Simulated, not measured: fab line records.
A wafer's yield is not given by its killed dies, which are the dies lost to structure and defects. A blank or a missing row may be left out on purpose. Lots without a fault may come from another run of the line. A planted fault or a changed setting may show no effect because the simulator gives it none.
fab line records -- flow sky130
[record] lots = 7, wafers = 21, last_day = 50
route steps=708 shown METAL1@456 VIA1@458
lots that met no fault: taken from a fault-free run of the same line
start_h: hours from the record's first day to the start of the lot's first wafer shown -- wait_h: hours since the lot's step before -- " unchanged from the row above -- L1.1+2: a row that stands for several wafers -- - no value, or no start was given -- * or withheld: withheld -- < > ~ a bound
route shown NAME@n: a module of which the file shows steps, and the number in the route of the first -- usual: the fault-free wafers' mean and standard deviation -- same: alike in all rows -- chamber/n: place in a boat -- sites: readings site by site -- _std_site: their standard deviation -- _edge_site: the outer-site mean with the inner-site mean subtracted -- radius_mm: how far each site lies from the wafer's centre -- mask NAME#n: copy n -- behind: the most recent tool/chamber to have shaped the wafer -- hold: reason for holding the lot/hours on hold/outcome of the hold -- device: which transistor (n, p or np) failed to switch -- end of line: at the end of the route, the tests of the same wafers -- step lacking rows: just its recipe -- killed: dies lost to structure and defects at the first sort, not the wafer's yield -- map: dies across one wafer; x = killed, . = not, _ = none there
set.NAME: the setting the step ran with; set.NAME@STEP: the setting that earlier step ran with -- model.NAME: the simulator's own value behind a step, which no gauge read
lots seen at some steps along the route; tables by step, rows by wafer
services: when a tool's chamber went out of use (start_h, in hours from the record's first day, below 0 if earlier), for how many hours, and the reason
[[steps]]
[step SKY_METAL1_CLEAN_22]
[recipe] chemistry = IPA, time_s = 180, temp_c = 25
[step SKY_METAL1_CLEAN_23]
[recipe] chemistry = O3/DIW, dry = n2_spin
[step SKY_VIA1_HDPCVD_00]
[recipe] material = SiO2, target_thk_nm = 1030, sigma_open_frac = 0.3, time_s = 171.7, temp_c = 400, sih4_flow_sccm = 60, pressure_mtorr = 6
[step SKY_VIA1_THK_MEAS_01]
[recipe] reads = SiO2_of_VIA1_HDPCVD_00
[usual] VIA1_HDPCVD_THK = 1033/10
lot.wafer,tool,chamber,start_h,wait_h,VIA1_HDPCVD_THK[nm]
L853.1,film_metro-01,-,800.69,0.1,1022
L853.3,film_metro-01,-,800.69,0.1,1032
L853.4,film_metro-01,-,800.69,0.1,1041
L858.1,film_metro-01,-,840.76,0.1,1017
L858.2,film_metro-01,-,840.76,0.1,1013
L858.4,film_metro-01,-,840.76,0.1,1024
L859.4,film_metro-01,-,849.55,0.0,1031
L859.5,film_metro-01,-,849.55,0.0,1022
L859.6,film_metro-01,-,849.55,0.0,1034
L867.1,film_metro-01,-,894.22,0.1,1042
L867.2,film_metro-01,-,894.22,0.1,1031
L867.6,film_metro-01,-,894.22,0.1,1042
L868.3,film_metro-01,-,916.39,0.1,1045
L868.4,film_metro-01,-,916.39,0.1,1041
L868.6,film_metro-01,-,916.39,0.1,1028
L869.4,film_metro-03,-,928.43,0.0,1031
L869.5,film_metro-03,-,928.43,0.0,1030
L869.6,film_metro-03,-,928.43,0.0,1043
L871.1,film_metro-02,-,935.04,0.1,1044
L871.4,film_metro-02,-,935.04,0.1,1027
L871.5,film_metro-02,-,935.04,0.1,1049
[step SKY_VIA1_CMP_02]
[recipe] material = SiO2, down_force_psi = 4, platen_rpm = 60, pad_velocity_m_s = 0.94248
[usual] motor_current_A = 12.0/1
lot.wafer,tool,chamber,start_h,wait_h,motor_current_A
L853.4,cmp-01,1,800.80,0.1,12.1
L853.3,cmp-01,2,800.80,0.1,13.5
L853.1,cmp-01,3,800.80,0.1,10.5
L858.2,cmp-02,2,840.82,0.0,11.3
L858.4,cmp-02,3,840.82,0.0,12.9
L858.1,cmp-02,1,840.82,0.0,10.9
L859.4,cmp-02,3,849.68,0.1,12.6
L859.6,cmp-02,1,849.68,0.1,11.5
L859.5,cmp-02,2,849.68,0.1,11.5
L867.2,cmp-01,1,894.33,0.1,12.1
L867.1,cmp-01,2,894.33,0.1,12.6
L867.6,cmp-01,1,894.33,0.1,12.6
L868.3,cmp-01,2,916.48,0.1,13.2
L868.4,cmp-01,3,916.48,0.1,10.4
L868.6,cmp-01,2,916.48,0.1,13.5
L869.4,cmp-02,1,928.46,0.0,11.7
L869.6,cmp-02,1,928.46,0.0,11.4
L869.5,cmp-02,2,928.46,0.0,11.3
L871.1,cmp-01,0,935.15,0.1,10.6
L871.4,cmp-01,1,935.15,0.1,11.6
L871.5,cmp-01,3,935.15,0.1,10.7
[step SKY_VIA1_BOW_MEAS_03]
[recipe] mode = bow
[usual] VIA1_BOW = 81/7.4
lot.wafer,tool,chamber,start_h,wait_h,VIA1_BOW[um]
L853.1,film_metro-02,-,801.05,0.1,75
L853.3,film_metro-02,-,801.05,0.1,78
L853.4,film_metro-02,-,801.05,0.1,82
L858.1,film_metro-01,-,841.12,0.1,87
L858.2,film_metro-01,-,841.12,0.1,80
L858.4,film_metro-01,-,841.12,0.1,76
L859.4,film_metro-01,-,849.94,0.2,87
L859.5,film_metro-01,-,849.94,0.2,86
L859.6,film_metro-01,-,849.94,0.2,86
L867.1,film_metro-02,-,894.58,0.1,93
L867.2,film_metro-02,-,894.58,0.1,74
L867.6,film_metro-02,-,894.58,0.1,84
L868.3,film_metro-02,-,916.77,0.2,60
L868.4,film_metro-02,-,916.77,0.2,85
L868.6,film_metro-02,-,916.77,0.2,75
L869.4,film_metro-03,-,928.82,0.3,85
L869.5,film_metro-03,-,928.82,0.3,71
L869.6,film_metro-03,-,928.82,0.3,82
L871.1,film_metro-02,-,935.40,0.2,71
L871.4,film_metro-02,-,935.40,0.2,68
L871.5,film_metro-02,-,935.40,0.2,82
[step SKY_VIA1_DEHYDRATE_04]
[recipe] temp_c = 200, time_s = 60
[step SKY_VIA1_HMDS_05]
[recipe] prime_time_s = 60, prime_temp_c = 120
[step SKY_VIA1_COAT_06]
[recipe] resist = BARC, temp_c = withheld, time_s = withheld, spin_rpm = 3000, resist_thk_nm = 60
[step SKY_VIA1_COAT_07]
[recipe] resist = KrF-thick, spin_rpm = 3000, resist_thk_nm = 450
[step SKY_VIA1_SOFTBAKE_08]
[recipe] temp_c = 100, time_s = 90, resist = KrF-thick
[step SKY_VIA1_EXPOSE_09]
[recipe] mask_id = VIM, na = 0.8, source_shape = annular, sigma_inner = 0.55, sigma_outer = 0.85, target_cd_nm = 150, dose_mj = 38
[step SKY_VIA1_PEB_10]
[recipe] peb_temp_c = withheld, peb_time_s = withheld, resist = KrF-thick
[usual] chill_plate_temp_C = *, exhaust_pa = 45.1/0.88
lot.wafer,tool,chamber,start_h,wait_h,chill_plate_temp_C,exhaust_pa
L853.1,litho_track-01,0,826,-,*,43.9
L853.3,litho_track-01,0,826,-,*,45.2
L853.4,litho_track-01,0,826,-,*,45.1
L858.1,litho_track-01,0,866,-,*,44.3
L858.2,litho_track-01,0,866,-,*,45.1
L858.4,litho_track-01,0,866,-,*,44.4
L859.4,litho_track-03,0,875,-,*,44.2
L859.5,litho_track-03,0,875,-,*,44.8
L859.6,litho_track-03,0,875,-,*,44.8
L867.1,litho_track-01,-,919,-,-,-
L867.2,litho_track-01,-,919,-,-,-
L867.6,litho_track-01,-,919,-,-,-
L868.3,litho_track-03,-,941,-,-,-
L868.4,litho_track-03,-,941,-,-,-
L868.6,litho_track-03,-,941,-,-,-
L869.4,litho_track-03,-,953,-,-,-
L869.5,litho_track-03,-,953,-,-,-
L869.6,litho_track-03,-,953,-,-,-
L871.1,litho_track-02,0,959,-,*,45.7
L871.4,litho_track-02,0,959,-,*,44.1
L871.5,litho_track-02,0,959,-,*,44.1
[step SKY_VIA1_DEVELOP_11]
[recipe] develop_time_s = 60, resist = KrF-thick, dev_temp_c = 21
[[services]]
tool,chamber,start_h,hours,kind
cmp-02,-,844.24,2.1,repair
cmp-02,-,847.73,1.6,repair
cmp-01,-,858.16,1.7,repair
cmp-01,-,865.34,2.3,pm
cmp-02,-,893.34,0.5,repair
cmp-02,-,900.93,1.7,repair
cmp-02,-,912.00,4.0,pm
cmp-02,-,916.00,-,consumable_replace:conditioner
cmp-02,-,916.00,-,consumable_replace:pad
cmp-02,-,916.00,7.4,pm
cmp-01,-,927.79,3.9,repair
cmp-01,-,930.71,2.6,repair
[[key]]
[first_sign] step = SKY_VIA1_PEB_10, reading = tool_record, direction = missing
effect none on later readings
met_at SKY_VIA1_PEB_10
struck_wafers L867.1,L867.2,L867.6,L868.3,L868.4,L868.6,L869.4,L869.5,L869.6
later_rows_left_out L867.1,L867.2,L867.6,L868.3,L868.4,L868.6,L869.4,L869.5,L869.6
sort_left_out L867.1,L867.2,L867.6,L868.3,L868.4,L868.6,L869.4,L869.5,L869.6
onset_between 875 919
[fault] kind = skipped_step_whole, tool = litho_track-01,litho_track-03, chamber = -, onset_h = 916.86, steps = SKY_VIA1_PEB_10, scope = struck_lots_only
// sort_left_out: the simulated sort isn't trusted on such a fault, so these wafers' sort isn't shown, and their yield isn't known
// later_rows_left_out: the simulator's readings of these wafers behind a module that went badly wrong aren't trusted and aren't shown, but for the sort
